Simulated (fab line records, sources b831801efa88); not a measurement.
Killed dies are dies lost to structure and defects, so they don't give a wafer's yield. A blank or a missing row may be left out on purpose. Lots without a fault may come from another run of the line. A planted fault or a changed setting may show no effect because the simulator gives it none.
fab line records | flow gf180mcu
record lots=24 wafers=72 last_day=34
route steps=602 shown M1@332 V1@337 M2@378 V3@432 V4@501 MIM@506
lots that met no fault: from a run of the same line without faults
start_h: hours from the record's first day to the start of the lot's first wafer shown | wait_h: hours since the lot's step before | " the same as in the row above | L1.1+2: a row that stands for several wafers | - no value, or no start given | * or withheld: withheld | < > ~ a bound
route shown NAME@n: a module of which the file shows steps, and the number in the route of the first | usual: mean/standard deviation of fault-free wafers | same: alike in all rows | chamber/n: place in a boat | sites: the reading at each site | _std_site: their standard deviation | _edge_site: outer sites' mean less inner sites' | radius_mm: how far each site lies from the wafer's centre | mask NAME#n: copy n | behind: the tool/chamber that last shaped the wafer | hold: why the lot was held/for how many hours/how that ended | device: the transistor (n, p or np) that didn't switch | end of line: the same wafers' tests at the end of the route | a step without rows: its recipe alone | killed: dies lost to structure and defects at the first sort, not the wafer's yield | map: a wafer's dies, x killed, . not, _ none there
set.NAME: the setting as run; set.NAME@STEP: as run at that earlier step | model.NAME: the simulator's own value behind a step, which no gauge read
steps of the route over a sample of lots; a table a step, a row a wafer
services: from which hour (start_h, from the record's first day; less than 0 if before it) a tool's chamber was out of use, for how many hours, and why
## steps
# step GF_M1_STRIP_17
# recipe chemistry=O2/N2 power_w=1400 pressure_mtorr=1500 platen_temp_c=250 o2_flow_sccm=3000 n2_flow_sccm=300 overash_fraction=0.5
# usual drypump_motor_current_A=5.7/0.31 heater_power_w=305/31 oes_product_au=0.557/0.0049 strip_time_to_endpoint_s=7.85/0.053
# columns lot.wafer tool chamber start_h wait_h drypump_motor_current_A heater_power_w oes_product_au rf_hours_counter_h strip_time_to_endpoint_s
L074.1 plasma_asher-01 1 366.10 0.1 6.0 298 0.550 24 7.88
L074.2 " 0 " " 5.4 340 0.558 24 7.89
L074.3 " 1 " " 6.0 302 0.558 - 7.93
L075.1 plasma_asher-01 1 371.20 0.2 6.0 306 0.553 25 7.88
L075.2 " 0 " " 5.4 342 0.551 25 7.84
L075.3 " 1 " " 6.0 300 0.554 - 7.87
L076.2 plasma_asher-01 1 391.42 0.1 6.0 290 0.548 27 7.81
L076.4 " 1 " " 6.0 299 0.559 - 7.89
L076.5 " 1 " " 6.0 304 0.561 - 7.85
L077.2 plasma_asher-03 1 393.69 0.1 5.3 260 0.557 50 7.87
L077.5 " 0 " " 5.8 258 0.555 - 7.88
L077.6 " 1 " " 5.4 262 0.562 - 7.85
L078.2 plasma_asher-01 1 399.83 0.1 6.0 292 0.551 28 7.81
L078.3 " 0 " " 5.4 347 0.559 - 7.82
L078.6 " 0 " " 5.4 338 0.566 - 7.84
L079.2 plasma_asher-01 0 409.31 0.1 5.4 338 0.550 29 7.83
L079.5 " 0 " " 5.4 340 0.555 - 7.84
L079.6 " 1 " " 6.0 305 0.550 - 7.82
L080.2 plasma_asher-01 1 477.47 0.1 6.0 301 0.563 36 7.96
L080.3 " 1 " " 6.0 303 0.567 - 7.92
L080.5 " 1 " " 6.0 294 0.566 - 7.91
L081.1 plasma_asher-01 0 480.79 0.1 5.3 347 0.553 36 7.80
L081.3 " 1 " " 6.0 302 0.556 - 7.87
L081.5 " 1 " " 6.0 301 0.562 - 7.84
L082.3 plasma_asher-01 1 483.10 0.1 6.0 301 0.560 - 7.96
L082.4 " 0 " " 5.3 348 0.558 - 7.93
L082.5 " 0 " " 5.3 345 0.558 - 7.92
L084.2 plasma_asher-01 0 484.15 0.1 5.3 342 0.554 37 7.81
L084.3 " 1 " " 6.0 303 0.559 - 7.81
L084.4 " 0 " " 5.4 334 0.561 - 7.77
L083.1 plasma_asher-02 1 486.90 0.2 6.1 332 0.561 94 7.96
L083.2 " 0 " " 5.9 304 0.566 94 7.97
L083.5 " 1 " " 6.1 322 0.565 - 7.98
L085.1 plasma_asher-01 0 489.75 0.1 5.3 353 0.555 37 7.84
L085.2 " 1 " " 6.0 306 0.558 37 7.79
L085.6 " 0 " " 5.4 341 0.550 - 7.76
L086.2 plasma_asher-03 0 491.11 0.1 5.8 259 0.568 59 7.89
L086.4 " 0 " " 5.8 257 0.558 - 7.89
L086.6 " 1 " " 5.4 263 0.559 - 7.88
L087.1 plasma_asher-03 1 504.73 0.2 5.3 261 0.561 61 7.80
L087.2 " 0 " " 5.8 261 0.557 61 7.84
L087.5 " 1 " " 5.4 264 0.557 - 7.85
L088.1 plasma_asher-02 1 526.64 0.1 6.1 325 0.557 99 7.76
L088.4 " 0 " " 5.9 303 0.554 - 7.87
L088.6 " 0 " " 5.9 307 0.549 - 7.80
L089.2 plasma_asher-03 1 528.40 0.1 5.4 258 0.556 64 7.89
L089.3 " 1 " " 5.4 269 0.568 - 7.88
L089.4 " 0 " " 5.8 255 0.564 - 7.90
L090.1 plasma_asher-02 1 533.95 0.1 6.1 333 0.556 100 7.80
L090.3 " 0 " " 5.9 309 0.555 - 7.80
L090.4 " 1 " " 6.2 331 0.558 - 7.77
L091.2 plasma_asher-02 1 545.80 0.1 6.1 330 0.554 101 7.79
L091.5 " 1 " " 6.2 328 0.552 - 7.81
L091.6 " 0 " " 5.8 315 0.560 - 7.80
L092.1 plasma_asher-03 0 556.04 0.1 5.8 258 0.553 67 7.79
L092.2 " 1 " " 5.4 266 0.562 67 7.83
L092.5 " 1 " " 5.4 264 0.553 - 7.80
L094.1 plasma_asher-01 1 572.03 0.2 6.0 303 0.561 45 7.81
L094.3 " 0 " " 5.3 336 0.558 - 7.81
L094.5 " 1 " " 6.0 298 0.555 - 7.83
L093.2 plasma_asher-02 1 572.84 0.1 6.1 331 0.553 104 7.84
L093.5 " 1 " " 6.1 331 0.561 - 7.93
L093.6 " 0 " " 5.9 307 0.556 - 7.82
L095.2 plasma_asher-03 0 580.66 0.1 5.8 261 0.554 70 7.82
L095.3 " 1 " " 5.4 264 0.553 - 7.83
L095.4 " 0 " " 5.8 254 0.554 - 7.83
L097.2 plasma_asher-01 0 591.91 0.1 5.4 346 0.565 46 7.83
L097.4 " 1 " " 6.0 300 0.546 - 7.80
L097.6 " 1 " " 6.0 290 0.559 - 7.87
L096.2 plasma_asher-02 1 592.64 0.1 6.1 327 0.556 107 7.84
L096.5 " 1 " " 6.1 337 0.559 - 7.84
L096.6 " 0 " " 5.9 307 0.553 - 7.78
# step GF_V1_CVD_02
# recipe material=SiO2 target_thk_nm=850 precursor=TEOS temp_c=400 time_s=94.851 rf_w=600
# usual heater_power_w=671/87
# columns lot.wafer tool chamber start_h wait_h heater_power_w
L074.1 pecvd-04 0 366.80 0.1 782
L074.2 " 2 " " 644
L074.3 " 1 " " 619
L075.1 pecvd-04 1 371.88 0.1 649
L075.2 " 2 " " 565
L075.3 " 0 " " 698
L076.2 pecvd-01 1 392.09 0.0 569
L076.4 " 1 " " 596
L076.5 " 0 " " 498
L077.2 pecvd-01 2 394.36 0.0 836
L077.5 " 2 " " 661
L077.6 " 1 " " 605
L078.2 pecvd-01 2 400.50 0.0 811
L078.3 " 0 " " 568
L078.6 " 0 " " 616
L079.2 pecvd-04 2 410.01 0.0 630
L079.5 " 1 " " 714
L079.6 " 2 " " 517
L080.2 pecvd-03 1 478.13 0.0 669
L080.3 " 0 " " 775
L080.5 " 1 " " 716
L081.1 pecvd-04 2 481.50 0.1 523
L081.3 " 1 " " 636
L081.5 " 0 " " 691
L082.3 pecvd-03 0 483.73 0.0 666
L082.4 " 0 " " 733
L082.5 " 1 " " 770
L084.2 pecvd-04 1 484.88 0.0 615
L084.3 " 0 " " 788
L084.4 " 2 " " 615
L083.1 pecvd-01 2 487.57 0.1 759
L083.2 " 0 " " 549
L083.5 " 2 " " 656
L085.1 pecvd-03 2 490.48 0.1 670
L085.2 " 0 " " 805
L085.6 " 0 " " 627
L086.2 pecvd-03 0 491.81 0.0 787
L086.4 " 1 " " 712
L086.6 " 2 " " 584
L087.1 pecvd-01 0 505.39 0.1 535
L087.2 " 2 " " 793
L087.5 " 2 " " 831
L088.1 pecvd-03 0 527.39 0.1 792
L088.4 " 2 " " 577
L088.6 " 0 " " 634
L089.2 pecvd-01 1 529.41 0.0 519
L089.3 " 0 " " 575
L089.4 " 0 " " 633
L090.1 pecvd-03 1 534.68 0.1 753
L090.3 " 2 " " 607
L090.4 " 1 " " 613
L091.2 pecvd-01 0 546.47 0.0 592
L091.5 " 2 " " 657
L091.6 " 1 " " 579
L092.1 pecvd-03 0 556.73 0.1 787
L092.2 " 2 " " 683
L092.5 " 0 " " 614
L094.1 pecvd-03 2 572.72 0.1 680
L094.3 " 0 " " 734
L094.5 " 1 " " 758
L093.2 pecvd-04 1 573.53 0.0 653
L093.5 " 2 " " 522
L093.6 " 0 " " 799
L095.2 pecvd-03 0 581.33 0.0 793
L095.3 " 2 " " 719
L095.4 " 1 " " 709
L097.2 pecvd-01 2 592.58 0.0 691
L097.4 " 2 " " 769
L097.6 " 1 " " 586
L096.2 pecvd-03 0 593.30 0.0 787
L096.5 " 1 " " 765
L096.6 " 2 " " 572
# step GF_M2_METAL_ETCH_16
# recipe chemistry=Cl2/BCl3 mask_material=KrF target_depth_nm=627.5 stop_on=SiO2 pressure_mtorr=8 icp_w=800 bias_w=140 Cl2_flow_sccm=80 bcl3_flow_sccm=40 time_s=104.6
# usual drypump_motor_current_A=5.8/0.41 oes_product_au=0.971/0.006 throttle_valve_pct=28.251/0.0097
# columns lot.wafer tool chamber start_h wait_h drypump_motor_current_A oes_product_au rf_hours_counter_h throttle_valve_pct
L074.1 rie_metal-03 0 415.38 0.0 5.6 0.975 7 28.255
L074.2 " 1 " " 6.1 0.963 8 28.251
L074.3 " 1 " " 6.1 0.975 - 28.247
L075.1 rie_metal-04 0 420.68 0.0 5.5 0.962 8 28.260
L075.2 " 1 " " 5.3 0.980 10 28.250
L075.3 " 1 " " 5.3 0.966 - 28.240
L076.2 rie_metal-02 0 443.09 0.0 6.4 0.973 12 28.254
L076.4 " 0 " " 6.4 0.969 - 28.268
L076.5 " 1 " " 6.4 0.982 - 28.239
L077.2 rie_metal-04 0 444.19 0.0 5.5 0.970 8 28.262
L077.5 " 0 " " 5.5 0.968 - 28.252
L077.6 " 1 " " 5.3 0.962 - 28.242
L078.2 rie_metal-03 0 451.08 0.0 5.6 0.973 8 28.244
L078.3 " 0 " " 5.6 0.967 - 28.252
L078.6 " 0 " " 5.6 0.975 - 28.240
L079.2 rie_metal-03 0 461.59 0.0 5.6 0.965 9 28.238
L079.5 " 0 " " 5.6 0.973 - 28.252
L079.6 " 1 " " 6.1 0.961 - 28.251
L080.2 rie_metal-03 0 527.51 0.1 5.6 0.979 - 28.244
L080.3 " 0 " " 5.6 0.978 - 28.240
L080.5 " 0 " " 5.6 0.979 - 28.260
L081.1 rie_metal-03 0 531.14 0.0 5.6 0.965 10 28.270
L081.3 " 0 " " 5.6 0.960 - 28.257
L081.5 " 0 " " 5.6 0.965 - 28.250
L082.3 rie_metal-02 1 532.96 0.1 6.4 0.969 - 28.266
L082.4 " 1 " " 6.4 0.987 - 28.246
L082.5 " 1 " " 6.4 0.973 - 28.241
L084.2 rie_metal-04 0 534.25 0.0 5.5 0.968 11 28.251
L084.3 " 1 " " 5.3 0.971 - 28.262
L084.4 " 0 " " 5.5 0.973 - 28.256
L083.1 rie_metal-02 1 536.94 0.0 6.3 0.973 12 28.267
L083.2 " 0 " " 6.4 0.959 0 28.252
L083.5 " 0 " " 6.4 0.973 - 28.256
L085.1 rie_metal-03 0 539.20 0.0 5.6 0.976 11 28.254
L085.2 " 1 " " 6.1 0.974 11 28.246
L085.6 " 1 " " 6.1 0.970 - 28.242
L086.2 rie_metal-02 0 540.26 0.1 6.4 0.985 - 28.225
L086.4 " 0 " " 6.5 0.972 - 28.257
L086.6 " 0 " " 6.4 0.971 - 28.251
L087.1 rie_metal-03 1 553.14 0.0 6.1 0.970 11 28.253
L087.2 " 0 " " 5.6 0.971 11 28.226
L087.5 " 0 " " 5.6 0.982 - 28.263
L088.1 rie_metal-04 1 573.04 0.0 5.3 0.966 1 28.249
L088.4 " 1 " " 5.3 0.975 - 28.267
L088.6 " 1 " " 5.3 0.966 - 28.262
L089.2 rie_metal-02 0 575.57 0.0 6.4 0.972 1 28.250
L089.3 " 1 " " 6.4 0.974 - 28.242
L089.4 " 0 " " 6.4 0.981 - 28.233
L090.1 rie_metal-04 1 580.29 0.0 5.3 0.977 2 28.247
L090.3 " 1 " " 5.2 0.974 - 28.250
L090.4 " 1 " " 5.3 0.967 - 28.262
L091.2 rie_metal-03 1 591.52 0.0 6.1 0.964 12 28.252
L091.5 " 1 " " 6.1 0.962 - 28.250
L091.6 " 0 " " 5.6 0.970 - 28.272
L092.1 rie_metal-03 1 601.99 0.0 6.1 0.971 12 28.263
L092.2 " 0 " " 5.6 0.981 13 28.249
L092.5 " 1 " " 6.1 0.975 - 28.242
L094.1 rie_metal-03 0 615.80 0.0 5.6 0.972 13 28.229
L094.3 " 0 " " 5.6 0.974 - 28.244
L094.5 " 0 " " 5.6 0.983 - 28.243
L093.2 rie_metal-04 0 616.69 0.0 5.5 0.970 0 28.268
L093.5 " 1 " " 5.3 0.973 - 28.269
L093.6 " 0 " " 5.5 0.958 - 28.254
L095.2 rie_metal-04 1 624.31 0.0 5.3 0.972 3 28.243
L095.3 " 1 " " 5.3 0.961 - 28.262
L095.4 " 0 " " 5.5 0.969 - 28.263
L097.2 rie_metal-04 0 635.27 0.0 5.5 0.978 1 28.254
L097.4 " 1 " " 5.3 0.980 - 28.257
L097.6 " 1 " " 5.3 0.981 - 28.254
L096.2 rie_metal-03 1 636.38 0.1 6.1 0.967 - 28.250
L096.5 " 1 " " 6.1 0.969 - 28.250
L096.6 " 1 " " 6.1 0.974 - 28.243
# step GF_V3_THK_MEAS_03
# recipe reads=SiO2_of_V3_CVD_02
# usual V3_CVD_02_THK=852/11
# columns lot.wafer tool chamber start_h wait_h V3_CVD_02_THK[nm]
L074.1 film_metro-04 - 469.37 0.1 836
L074.2 " - " " 838
L074.3 " - " " 849
L075.1 film_metro-03 - 474.82 0.0 832
L075.2 " - " " 839
L075.3 " - " " 834
L076.2 film_metro-04 - 495.79 0.0 829
L076.4 " - " " 836
L076.5 " - " " 846
L077.2 film_metro-01 - 496.80 0.1 868
L077.5 " - " " 864
L077.6 " - " " 870
L078.2 film_metro-03 - 503.78 0.0 835
L078.3 " - " " 846
L078.6 " - " " 844
L079.2 film_metro-01 - 514.21 0.0 860
L079.5 " - " " 863
L079.6 " - " " 865
L080.2 film_metro-03 - 575.50 0.0 850
L080.3 " - " " 836
L080.5 " - " " 855
L081.1 film_metro-01 - 578.87 0.0 847
L081.3 " - " " 844
L081.5 " - " " 862
L082.3 film_metro-04 - 579.87 0.1 843
L082.4 " - " " 861
L082.5 " - " " 854
L084.2 film_metro-01 - 582.24 0.0 849
L084.3 " - " " 853
L084.4 " - " " 862
L083.1 film_metro-03 - 583.42 0.0 845
L083.2 " - " " 848
L083.5 " - " " 854
L085.1 film_metro-01 - 586.43 0.0 844
L085.2 " - " " 839
L085.6 " - " " 860
L086.2 film_metro-04 - 587.07 0.0 829
L086.4 " - " " 849
L086.6 " - " " 839
L087.1 film_metro-01 - 599.81 0.0 836
L087.2 " - " " 849
L087.5 " - " " 847
L088.1 film_metro-01 - 618.03 0.0 850
L088.4 " - " " 867
L088.6 " - " " 852
L089.2 film_metro-01 - 620.49 0.0 851
L089.3 " - " " 851
L089.4 " - " " 869
L090.1 film_metro-04 - 625.72 0.0 834
L090.3 " - " " 842
L090.4 " - " " 866
L091.2 film_metro-03 - 635.55 0.0 850
L091.5 " - " " 883
L091.6 " - " " 863
L092.1 film_metro-01 - 645.91 0.0 853
L092.2 " - " " 844
L092.5 " - " " 869
L094.1 film_metro-01 - 658.63 0.0 842
L094.3 " - " " 835
L094.5 " - " " 861
L093.2 film_metro-03 - 658.81 0.0 853
L093.5 " - " " 871
L093.6 " - " " 873
L095.2 film_metro-04 - 667.09 0.0 848
L095.3 " - " " 837
L095.4 " - " " 855
L097.2 film_metro-03 - 677.86 0.0 848
L097.4 " - " " 860
L097.6 " - " " 854
L096.2 film_metro-03 - 678.21 0.0 854
L096.5 " - " " 869
L096.6 " - " " 857
# step GF_V4_THK_MEAS_25
# recipe thk_meas_gauge=xrf reads=W_of_V4_CVD_23
# usual V4_W_THK=355/8
# columns lot.wafer tool chamber start_h wait_h V4_W_THK[nm]
L074.1 film_metro-04 - 544.93 0.1 353
L074.2 " - " " 374
L074.3 " - " " 367
L075.1 film_metro-02 - 549.15 0.1 346
L075.2 " - " " 348
L075.3 " - " " 347
L076.2 film_metro-02 - 569.05 0.1 344
L076.4 " - " " 343
L076.5 " - " " 342
L077.2 film_metro-03 - 569.89 0.1 359
L077.5 " - " " 357
L077.6 " - " " 358
L078.2 film_metro-02 - 575.57 0.1 342
L078.3 " - " " 343
L078.6 " - " " 342
L079.2 film_metro-03 - 585.58 0.1 358
L079.5 " - " " 356
L079.6 " - " " 355
L080.2 film_metro-02 - 641.51 0.1 342
L080.3 " - " " 345
L080.5 " - " " 362
L081.1 film_metro-03 - 644.20 0.1 365
L081.3 " - " " 362
L081.5 " - " " 360
L082.3 film_metro-02 - 644.43 0.1 362
L082.4 " - " " 350
L082.5 " - " " 359
L084.2 film_metro-04 - 647.26 0.1 366
L084.3 " - " " 353
L084.4 " - " " 369
L083.1 film_metro-03 - 648.82 0.1 353
L083.2 " - " " 368
L083.5 " - " " 349
L085.1 film_metro-04 - 651.23 0.1 355
L085.2 " - " " 370
L085.6 " - " " 376
L086.2 film_metro-03 - 652.31 0.1 355
L086.4 " - " " 353
L086.6 " - " " 354
L087.1 film_metro-02 - 663.83 0.1 340
L087.2 " - " " 358
L087.5 " - " " 343
L088.1 film_metro-02 - 680.65 0.1 345
L088.4 " - " " 344
L088.6 " - " " 338
L089.2 film_metro-02 - 683.44 0.1 352
L089.3 " - " " 363
L089.4 " - " " 350
L090.1 film_metro-03 - 686.83 0.1 371
L090.3 " - " " 367
L090.4 " - " " 354
L091.2 film_metro-04 - 696.82 0.1 355
L091.5 " - " " 356
L091.6 " - " " 351
L092.1 film_metro-04 - 706.40 0.1 354
L092.2 " - " " 351
L092.5 " - " " 349
L094.1 film_metro-04 - 717.75 0.1 356
L094.3 " - " " 351
L094.5 " - " " 355
L093.2 film_metro-02 - 718.19 0.1 360
L093.5 " - " " 350
L093.6 " - " " 360
L095.2 film_metro-03 - 725.61 0.1 360
L095.3 " - " " 357
L095.4 " - " " 355
L097.2 film_metro-03 - 735.79 0.1 363
L097.4 " - " " 357
L097.6 " - " " 357
L096.2 film_metro-04 - 735.91 0.1 350
L096.5 " - " " 354
L096.6 " - " " 354
# step GF_MIM_SPUTTER_03
# recipe material=Ti target_thk_nm=10 substrate_temp_c=300 chamber_pressure_pa=0.3 power_w=3000 time_s=6.7
# usual chamber_pressure_pa=0.2999/0.00058 throttle_valve_pct=29.8/0.65
# columns lot.wafer tool chamber start_h wait_h chamber_pressure_pa throttle_valve_pct
L074.1 pvd_sputter-01 - 545.46 0.0 0.2993 30.0
L074.2 " - " " 0.3004 30.0
L074.3 " - " " 0.3002 28.6
L075.1 pvd_sputter-01 - 549.67 0.0 0.3002 30.0
L075.2 " - " " 0.3009 29.8
L075.3 " - " " 0.2999 28.5
L076.2 pvd_sputter-01 - 569.56 0.0 0.2988 29.7
L076.4 " - " " 0.3002 29.5
L076.5 " - " " 0.3005 28.7
L077.2 pvd_sputter-02 - 570.40 0.0 0.2990 29.7
L077.5 " - " " 0.2999 29.7
L077.6 " - " " 0.3003 29.6
L078.2 pvd_sputter-02 - 576.31 0.0 0.3000 30.4
L078.3 " - " " 0.3003 29.6
L078.6 " - " " 0.2998 29.6
L079.2 pvd_sputter-04 - 586.09 0.0 0.3007 29.7
L079.5 " - " " 0.2989 30.3
L079.6 " - " " 0.3005 29.4
L080.2 pvd_sputter-01 - 642.03 0.0 0.3004 29.5
L080.3 " - " " 0.3002 28.6
L080.5 " - " " 0.3007 29.7
L081.1 pvd_sputter-04 - 644.72 0.0 0.2994 30.4
L081.3 " - " " 0.2998 31.2
L081.5 " - " " 0.3010 30.8
L082.3 pvd_sputter-01 - 644.94 0.0 0.2987 28.6
L082.4 " - " " 0.3004 29.9
L082.5 " - " " 0.3006 29.8
L084.2 pvd_sputter-04 - 647.78 0.0 0.2996 29.7
L084.3 " - " " 0.3000 31.1
L084.4 " - " " 0.3001 30.6
L083.1 pvd_sputter-02 - 649.34 0.0 0.2997 29.4
L083.2 " - " " 0.3001 29.2
L083.5 " - " " 0.2993 29.4
L085.1 pvd_sputter-02 - 651.75 0.0 0.2998 30.5
L085.2 " - " " 0.3001 29.0
L085.6 " - " " 0.3002 29.5
L086.2 pvd_sputter-04 - 652.82 0.0 0.2989 31.0
L086.4 " - " " 0.3008 30.4
L086.6 " - " " 0.2999 31.2
L087.1 pvd_sputter-02 - 664.35 0.0 0.3001 30.5
L087.2 " - " " 0.2985 29.4
L087.5 " - " " 0.3005 29.4
L088.1 pvd_sputter-01 - 681.17 0.0 0.2995 29.9
L088.4 " - " " 0.3004 29.8
L088.6 " - " " 0.3005 28.7
L089.2 pvd_sputter-01 - 683.95 0.0 0.3006 29.6
L089.3 " - " " 0.3001 28.4
L089.4 " - " " 0.3010 30.1
L090.1 pvd_sputter-04 - 687.35 0.0 0.2996 29.7
L090.3 " - " " 0.3000 30.5
L090.4 " - " " 0.3004 30.3
L091.2 pvd_sputter-04 - 697.33 0.0 0.3000 29.7
L091.5 " - " " 0.2995 29.5
L091.6 " - " " 0.2994 30.4
L092.1 pvd_sputter-04 - 707.04 0.0 0.2999 30.4
L092.2 " - " " 0.3001 31.2
L092.5 " - " " 0.3000 30.5
L094.1 pvd_sputter-04 - 718.27 0.0 0.2996 30.3
L094.3 " - " " 0.3005 29.4
L094.5 " - " " 0.3000 31.1
L093.2 pvd_sputter-01 - 718.70 0.0 0.3005 28.3
L093.5 " - " " 0.3001 28.9
L093.6 " - " " 0.3001 29.7
L095.2 pvd_sputter-02 - 726.12 0.0 0.2992 29.6
L095.3 " - " " 0.3005 30.6
L095.4 " - " " 0.2991 30.0
L097.2 pvd_sputter-01 - 736.30 0.0 0.3003 28.9
L097.4 " - " " 0.2997 28.4
L097.6 " - " " 0.2997 29.2
L096.2 pvd_sputter-02 - 736.49 0.0 0.3006 29.4
L096.5 " - " " 0.2999 30.7
L096.6 " - " " 0.3003 29.8
## services
# columns tool chamber start_h hours kind
plasma_asher-01 - 342.15 4.0 repair
pvd_sputter-04 - 356.03 1.9 repair
pecvd-01 - 365.40 4.3 pm
rie_metal-04 0 368.60 3.0 repair
pecvd-03 - 368.88 14.0 pm
plasma_asher-01 - 380.01 3.3 repair
rie_metal-04 1 384.01 4.7 repair
rie_metal-04 - 399.54 4.3 pm
pecvd-01 - 401.62 14.6 pm
pecvd-03 2 406.66 23.0 repair
rie_metal-03 - 427.69 1.4 pm
pecvd-03 - 441.40 1.5 repair
rie_metal-04 - 447.05 14.6 pm
pecvd-01 1 456.13 45.8 repair
plasma_asher-01 - 490.56 2.0 repair
rie_metal-03 1 522.29 12.3 repair
plasma_asher-01 - 532.21 2.8 pm
pecvd-03 0 542.47 4.7 repair
pvd_sputter-01 - 553.23 11.6 repair
plasma_asher-01 - 572.68 15.6 pm
rie_metal-03 1 578.35 6.9 repair
plasma_asher-01 - 640.67 0.9 repair
pvd_sputter-01 - 708.75 1.3 repair
pvd_sputter-01 - 710.90 3.5 repair
## key
fault none
